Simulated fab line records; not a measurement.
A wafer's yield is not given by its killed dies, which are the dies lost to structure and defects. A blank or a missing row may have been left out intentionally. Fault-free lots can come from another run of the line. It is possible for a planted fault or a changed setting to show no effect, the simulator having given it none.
Which of the tools did it? / flow gf180mcu / 14 lots, 42 wafers sampled, at 4 steps of a route of 602

## WHAT THE GAUGES READ, wafer by wafer
GF_PSD_RS_MEAS_14: a four-point-probe measurement.
lot=L625; measured=day 14 10:01; on=film metro-03; NSD_RS (ohm/sq)=45.96 46.05 46.05
lot=L626; measured=day 14 20:26; on=film metro-03; NSD_RS (ohm/sq)=46.23 46.19 46.20
lot=L627; measured=day 15 04:13; on=film metro-03; NSD_RS (ohm/sq)=46.17 46.26 46.22
lot=L630; measured=day 16 09:49; on=film metro-02; NSD_RS (ohm/sq)=46.31 46.22 46.37
lot=L631; measured=day 16 15:50; on=film metro-02; NSD_RS (ohm/sq)=- - -
lot=L632; measured=day 17 04:22; on=film metro-02; NSD_RS (ohm/sq)=- - -
lot=L636; measured=day 18 10:13; on=film metro-02; NSD_RS (ohm/sq)=46.26 46.23 46.24
lot=L640; measured=day 19 21:46; on=film metro-02; NSD_RS (ohm/sq)=46.25 46.21 46.22
lot=L642; measured=day 21 03:57; on=film metro-02; NSD_RS (ohm/sq)=46.26 46.05 46.26
lot=L643; measured=day 21 01:40; on=film metro-01; NSD_RS (ohm/sq)=46.22 46.09 46.02
lot=L644; measured=day 21 08:16; on=film metro-03; NSD_RS (ohm/sq)=46.13 46.10 46.23
lot=L645; measured=day 21 18:37; on=film metro-03; NSD_RS (ohm/sq)=46.22 46.18 46.21
lot=L646; measured=day 22 07:39; on=film metro-02; NSD_RS (ohm/sq)=46.17 46.18 46.16
lot=L647; measured=day 22 09:00; on=film metro-02; NSD_RS (ohm/sq)=46.22 46.21 46.18

GF_CONTACT_THK_MEAS_03.
lot=L625; measured=day 15 07:49; on=film metro-03; CONTACT_CVD_02_THK (nm)=866 861 864
lot=L626; measured=day 15 17:43; on=film metro-03; CONTACT_CVD_02_THK (nm)=838 835 842
lot=L627; measured=day 16 03:02; on=film metro-03; CONTACT_CVD_02_THK (nm)=859 853 878
lot=L630; measured=day 17 10:07; on=film metro-04; CONTACT_CVD_02_THK (nm)=852 845 864
lot=L636; measured=day 19 12:15; on=film metro-01; CONTACT_CVD_02_THK (nm)=857 860 866
lot=L640; measured=day 20 23:19; on=film metro-04; CONTACT_CVD_02_THK (nm)=853 870 870
lot=L642; measured=day 22 04:40; on=film metro-03; CONTACT_CVD_02_THK (nm)=855 868 865
lot=L643; measured=day 22 02:53; on=film metro-04; CONTACT_CVD_02_THK (nm)=852 864 867
lot=L644; measured=day 22 08:55; on=film metro-01; CONTACT_CVD_02_THK (nm)=875 889 882
lot=L645; measured=day 22 18:35; on=film metro-03; CONTACT_CVD_02_THK (nm)=859 859 881
lot=L646; measured=day 23 08:28; on=film metro-04; CONTACT_CVD_02_THK (nm)=870 870 870
lot=L647; measured=day 23 09:14; on=film metro-04; CONTACT_CVD_02_THK (nm)=865 874 878

## TOOL THAT RAN EACH LOT (tool first, then ch and the chambers of the sampled wafers, then the start)
lot=L625; GF_VT_IMPLANT_RTA_45=rtp anneal-01 ch 0, day 7 16:58; GF_PSD_RTA_13=rtp anneal-01 ch 0, day 14 09:55
lot=L626; GF_VT_IMPLANT_RTA_45=rtp anneal-01 ch 0, day 8 02:31; GF_PSD_RTA_13=rtp anneal-02 ch 0, day 14 20:20
lot=L627; GF_VT_IMPLANT_RTA_45=rtp anneal-02 ch 0, day 8 06:59; GF_PSD_RTA_13=rtp anneal-01 ch 0, day 15 04:08
lot=L630; GF_VT_IMPLANT_RTA_45=rtp anneal-02 ch 0, day 9 06:34; GF_PSD_RTA_13=rtp anneal-01 ch 0, day 16 09:43
lot=L631; GF_VT_IMPLANT_RTA_45=rtp anneal-01 ch 0, day 9 13:44; GF_PSD_RTA_13=rtp anneal-02, day 16 15:44
lot=L632; GF_VT_IMPLANT_RTA_45=rtp anneal-02 ch 0, day 10 00:01; GF_PSD_RTA_13=rtp anneal-01, day 17 04:16
lot=L636; GF_VT_IMPLANT_RTA_45=rtp anneal-01 ch 0, day 10 22:46; GF_PSD_RTA_13=rtp anneal-02 ch 0, day 18 10:08
lot=L640; GF_VT_IMPLANT_RTA_45=rtp anneal-01 ch 0, day 12 01:31; GF_PSD_RTA_13=rtp anneal-02 ch 0, day 19 21:41
lot=L642; GF_VT_IMPLANT_RTA_45=rtp anneal-02 ch 0, day 12 18:14; GF_PSD_RTA_13=rtp anneal-02 ch 0, day 21 03:51
lot=L643; GF_VT_IMPLANT_RTA_45=rtp anneal-01 ch 0, day 12 20:52; GF_PSD_RTA_13=rtp anneal-01 ch 0, day 21 01:34
lot=L644; GF_VT_IMPLANT_RTA_45=rtp anneal-02 ch 0, day 13 05:58; GF_PSD_RTA_13=rtp anneal-01 ch 0, day 21 08:11
lot=L645; GF_VT_IMPLANT_RTA_45=rtp anneal-01 ch 0, day 13 12:34; GF_PSD_RTA_13=rtp anneal-02 ch 0, day 21 18:31
lot=L646; GF_VT_IMPLANT_RTA_45=rtp anneal-01 ch 0, day 13 17:14; GF_PSD_RTA_13=rtp anneal-02 ch 0, day 22 07:34
lot=L647; GF_VT_IMPLANT_RTA_45=rtp anneal-01 ch 0, day 13 23:49; GF_PSD_RTA_13=rtp anneal-01 ch 0, day 22 08:55
- GF_VT_IMPLANT_RTA_45: time 30 s.
- GF_PSD_RTA_13: time 20 s.

## AS READ BY THE TOOLS THEMSELVES (means over the sampled wafers that have a number; for cases with no such wafer, the mark the record gives instead)
GF_VT_IMPLANT_RTA_45.
lot=L625; tool=rtp anneal-01; anneal temp c max=1055.0; chamber o2 ppm=1.998; lamp power pct (%)=42; wafer_temp_C_max=1054.1
lot=L626; tool=rtp anneal-01; anneal temp c max=1054.3; chamber o2 ppm=1.992; lamp power pct (%)=42; wafer_temp_C_max=1053.7
lot=L627; tool=rtp anneal-02; anneal temp c max=1056.7; chamber o2 ppm=1.972; lamp power pct (%)=31; wafer_temp_C_max=1055.1
lot=L630; tool=rtp anneal-02; anneal temp c max=1056.4; chamber o2 ppm=1.960; lamp power pct (%)=31; wafer_temp_C_max=1056.6
lot=L631; tool=rtp anneal-01; anneal temp c max=1054.6; chamber o2 ppm=1.975; lamp power pct (%)=42; wafer_temp_C_max=1054.2
lot=L632; tool=rtp anneal-02; anneal temp c max=1057.1; chamber o2 ppm=1.994; lamp power pct (%)=31; wafer_temp_C_max=1054.7
lot=L636; tool=rtp anneal-01; anneal temp c max=1053.9; chamber o2 ppm=2.005; lamp power pct (%)=42; wafer_temp_C_max=1054.8
lot=L640; tool=rtp anneal-01; anneal temp c max=1054.2; chamber o2 ppm=2.008; lamp power pct (%)=42; wafer_temp_C_max=1053.1
lot=L642; tool=rtp anneal-02; anneal temp c max=1056.5; chamber o2 ppm=1.983; lamp power pct (%)=31; wafer_temp_C_max=1055.6
lot=L643; tool=rtp anneal-01; anneal temp c max=1054.7; chamber o2 ppm=2.012; lamp power pct (%)=42; wafer_temp_C_max=1053.1
lot=L644; tool=rtp anneal-02; anneal temp c max=1056.1; chamber o2 ppm=2.000; lamp power pct (%)=31; wafer_temp_C_max=1056.1
lot=L645; tool=rtp anneal-01; anneal temp c max=1054.9; chamber o2 ppm=2.000; lamp power pct (%)=42; wafer_temp_C_max=1055.0
lot=L646; tool=rtp anneal-01; anneal temp c max=1053.9; chamber o2 ppm=2.035; lamp power pct (%)=42; wafer_temp_C_max=1054.2
lot=L647; tool=rtp anneal-01; anneal temp c max=1054.0; chamber o2 ppm=2.022; lamp power pct (%)=42; wafer_temp_C_max=1053.1

GF_PSD_RTA_13.
lot=L625; tool=rtp anneal-01; anneal temp c max=1030.1; chamber o2 ppm=1.982; lamp power pct (%)=40; wafer_temp_C_max=1028.0
lot=L626; tool=rtp anneal-02; anneal temp c max=1032.7; chamber o2 ppm=1.999; lamp power pct (%)=29; wafer_temp_C_max=1031.0
lot=L627; tool=rtp anneal-01; anneal temp c max=1029.4; chamber o2 ppm=1.952; lamp power pct (%)=40; wafer_temp_C_max=1029.0
lot=L630; tool=rtp anneal-01; anneal temp c max=1027.9; chamber o2 ppm=1.975; lamp power pct (%)=40; wafer_temp_C_max=1028.4
lot=L631; tool=rtp anneal-02; anneal temp c max=-; chamber o2 ppm=-; lamp power pct (%)=-; wafer_temp_C_max=-
lot=L632; tool=rtp anneal-01; anneal temp c max=-; chamber o2 ppm=-; lamp power pct (%)=-; wafer_temp_C_max=-
lot=L636; tool=rtp anneal-02; anneal temp c max=1032.7; chamber o2 ppm=2.003; lamp power pct (%)=29; wafer_temp_C_max=1030.1
lot=L640; tool=rtp anneal-02; anneal temp c max=1031.3; chamber o2 ppm=2.001; lamp power pct (%)=29; wafer_temp_C_max=1030.5
lot=L642; tool=rtp anneal-02; anneal temp c max=1033.0; chamber o2 ppm=1.990; lamp power pct (%)=29; wafer_temp_C_max=1030.2
lot=L643; tool=rtp anneal-01; anneal temp c max=1029.9; chamber o2 ppm=1.996; lamp power pct (%)=40; wafer_temp_C_max=1029.0
lot=L644; tool=rtp anneal-01; anneal temp c max=1028.7; chamber o2 ppm=2.012; lamp power pct (%)=40; wafer_temp_C_max=1029.1
lot=L645; tool=rtp anneal-02; anneal temp c max=1032.7; chamber o2 ppm=2.016; lamp power pct (%)=29; wafer_temp_C_max=1030.4
lot=L646; tool=rtp anneal-02; anneal temp c max=1031.3; chamber o2 ppm=1.995; lamp power pct (%)=29; wafer_temp_C_max=1031.3
lot=L647; tool=rtp anneal-01; anneal temp c max=1029.7; chamber o2 ppm=1.977; lamp power pct (%)=40; wafer_temp_C_max=1028.1

## THE ANSWER, worked out from the rows above alone
Rule: usual is defined by the lots themselves. Put in order of their means at a reading, lots are off if they are a third of the lots or fewer, leave a main group of 4 or more, and stand apart from it by a gap of 3 or more times the standard deviation of the main group's means; of several such gaps the widest counts. If all means in a main group match to the digits the tables above print for the reading, that group is not used. A lot without any number at a reading at which 4 lots or more have one is off too. Where the step has rows for the other lots, those lots are counted as sound. Order of review: gauges by route order, followed by the tools' own readings, for which a lot's mean as printed above is used. The first step at which some lot is off is used, and at that step the reading that is off furthest; a lot without a number counts as furthest.
Off: at GF_PSD_RS_MEAS_14 (NSD_RS), L631, L632. Without a number there: L631, L632. Mean 46.19 ohm/sq and standard deviation 0.067 in the main group.
A tool fits if, at a process step before that reading, it ran every lot that is off, and no sound lot after the first of them. The gauges at GF_PSD_RS_MEAS_14 aren't tried: what is off there is off at GF_PSD_RTA_13 too, on other tools, and a gauge's error can't cause that. Not one of the candidates tried fits.

## WHAT HAD BEEN PUT IN BY THE SIMULATOR
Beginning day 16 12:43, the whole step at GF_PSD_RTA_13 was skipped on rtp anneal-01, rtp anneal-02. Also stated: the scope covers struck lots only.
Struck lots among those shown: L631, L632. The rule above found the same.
